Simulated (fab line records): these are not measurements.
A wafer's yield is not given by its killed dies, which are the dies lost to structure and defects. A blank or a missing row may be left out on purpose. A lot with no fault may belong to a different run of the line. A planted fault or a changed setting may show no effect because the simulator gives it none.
Check for tools in common || flow gf180mcu || Lots sampled 11, wafers sampled 33

## WHY IT WAS OPENED
2 of 11 lots carry a flag on the reading MVPSD_OVL at GF_MVPSD_OVL_MEAS_07. Wafers without a fault read 0.8 nm, standard deviation 1.5.
Rule: flag the lot when none of its wafers has a number, or when each of its wafers that has one lies beyond 4 standard deviations from that mean. The rest of the lots are taken to be sound.

{"lot": "L878", "measured": "day 4 23:34", "on": "overlay-01", "MVPSD_OVL (nm), wafer by wafer": "0.7 2.6 1.0", "flag": ""}
{"lot": "L879", "measured": "day 5 09:22", "on": "overlay-01", "MVPSD_OVL (nm), wafer by wafer": "1.9 2.7 1.4", "flag": ""}
{"lot": "L880", "measured": "day 5 16:43", "on": "overlay-01", "MVPSD_OVL (nm), wafer by wafer": "3.0 0.9 -0.2", "flag": ""}
{"lot": "L881", "measured": "day 5 17:04", "on": "overlay-02", "MVPSD_OVL (nm), wafer by wafer": "0.5 1.5 1.4", "flag": ""}
{"lot": "L883", "measured": "day 6 10:41", "on": "overlay-02", "MVPSD_OVL (nm), wafer by wafer": "1.9 -0.1 0.4", "flag": ""}
{"lot": "L890", "measured": "day 7 20:49", "on": "overlay-01", "MVPSD_OVL (nm), wafer by wafer": "292.5 293.4 293.1", "flag": "FLAGGED"}
{"lot": "L891", "measured": "day 8 06:25", "on": "overlay-01", "MVPSD_OVL (nm), wafer by wafer": "292.6 291.4 290.3", "flag": "FLAGGED"}
{"lot": "L893", "measured": "day 8 16:52", "on": "overlay-01", "MVPSD_OVL (nm), wafer by wafer": "1.3 0.4 1.2", "flag": ""}
{"lot": "L895", "measured": "day 9 04:28", "on": "overlay-02", "MVPSD_OVL (nm), wafer by wafer": "2.1 0.4 1.8", "flag": ""}
{"lot": "L899", "measured": "day 10 02:43", "on": "overlay-01", "MVPSD_OVL (nm), wafer by wafer": "3.2 1.6 0.8", "flag": ""}
{"lot": "L900", "measured": "day 10 08:58", "on": "overlay-02", "MVPSD_OVL (nm), wafer by wafer": "-1.3 -0.4 -0.3", "flag": ""}
The numbers of the flagged lots are 292.2 nm on average: +291.4 nm against the usual, or +99 or more standard deviations.

## WHICH TOOL EACH LOT WENT THROUGH
The record keeps 1 process step preceding the reading, out of 602 steps on the route. Every cell lists first the tool, next ch and the chambers used by the sampled wafers, and last the start.
{"lot": "L878", "flag": "", "GF_MVPSD_EXPOSE_04": "iline-stepper-01 ch 0, day 4 17:06"}
{"lot": "L879", "flag": "", "GF_MVPSD_EXPOSE_04": "iline-stepper-01 ch 0, day 5 02:22"}
{"lot": "L880", "flag": "", "GF_MVPSD_EXPOSE_04": "iline-stepper-01 ch 0, day 5 09:53"}
{"lot": "L881", "flag": "", "GF_MVPSD_EXPOSE_04": "iline-stepper-02 ch 0, day 5 10:26"}
{"lot": "L883", "flag": "", "GF_MVPSD_EXPOSE_04": "iline-stepper-01 ch 0, day 6 03:50"}
{"lot": "L890", "flag": "FLAGGED", "GF_MVPSD_EXPOSE_04": "iline-stepper-01 ch 0, day 7 13:40"}
{"lot": "L891", "flag": "FLAGGED", "GF_MVPSD_EXPOSE_04": "iline-stepper-01 ch 0, day 7 22:34"}
{"lot": "L893", "flag": "", "GF_MVPSD_EXPOSE_04": "iline-stepper-02 ch 0, day 8 09:22"}
{"lot": "L895", "flag": "", "GF_MVPSD_EXPOSE_04": "iline-stepper-02 ch 0, day 8 20:37"}
{"lot": "L899", "flag": "", "GF_MVPSD_EXPOSE_04": "iline-stepper-02 ch 0, day 9 17:59"}
{"lot": "L900", "flag": "", "GF_MVPSD_EXPOSE_04": "iline-stepper-02 ch 0, day 10 01:22"}
What is done by these steps:
- GF_MVPSD_EXPOSE_04: exposes mask MVPSD, target cd 1000 nm.
- GF_MVPSD_OVL_MEAS_07

## FLAGGED OVER TOTAL, TOOL BY TOOL (the gauges that took the reading come last)
{"step": "GF_MVPSD_EXPOSE_04", "tool": "iline-stepper-01", "lots run": 6, "flagged": 2, "share of the flagged lots": "all", "sound lots run after its first flagged lot": 0}
{"step": "GF_MVPSD_EXPOSE_04", "tool": "iline-stepper-02", "lots run": 5, "flagged": 0, "share of the flagged lots": "none", "sound lots run after its first flagged lot": "-"}
{"step": "GF_MVPSD_OVL_MEAS_07", "tool": "overlay-01", "lots run": 7, "flagged": 2, "share of the flagged lots": "all", "sound lots run after its first flagged lot": "2 (L893,L899)"}
{"step": "GF_MVPSD_OVL_MEAS_07", "tool": "overlay-02", "lots run": 4, "flagged": 0, "share of the flagged lots": "none", "sound lots run after its first flagged lot": "-"}

## THE TABLE: WHAT IT ALLOWS
2 rows of the table ran every flagged lot: iline-stepper-01 at GF_MVPSD_EXPOSE_04, overlay-01 at GF_MVPSD_OVL_MEAS_07.
- iline-stepper-01 at GF_MVPSD_EXPOSE_04 ran 6 lots, 2 of them flagged. A fault beginning between L883 (day 6 03:50), its last sound lot, and L890 (day 7 13:40), its first flagged one, fits the data.
- overlay-01 at GF_MVPSD_OVL_MEAS_07 ran 7 lots, 2 of them flagged. Sound lots ran on it after the first flagged one (L893, L899), which a lasting fault on the whole tool wouldn't allow.
Just one tool remains: iline-stepper-01 at GF_MVPSD_EXPOSE_04.

## WHAT WAS PUT IN BY THE SIMULATOR
Scanner matching overlay: iline-stepper-01, from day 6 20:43 on, at GF_MVPSD_EXPOSE_04. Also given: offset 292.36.
Struck lots among those shown: L890, L891. The same result came from the rule above.
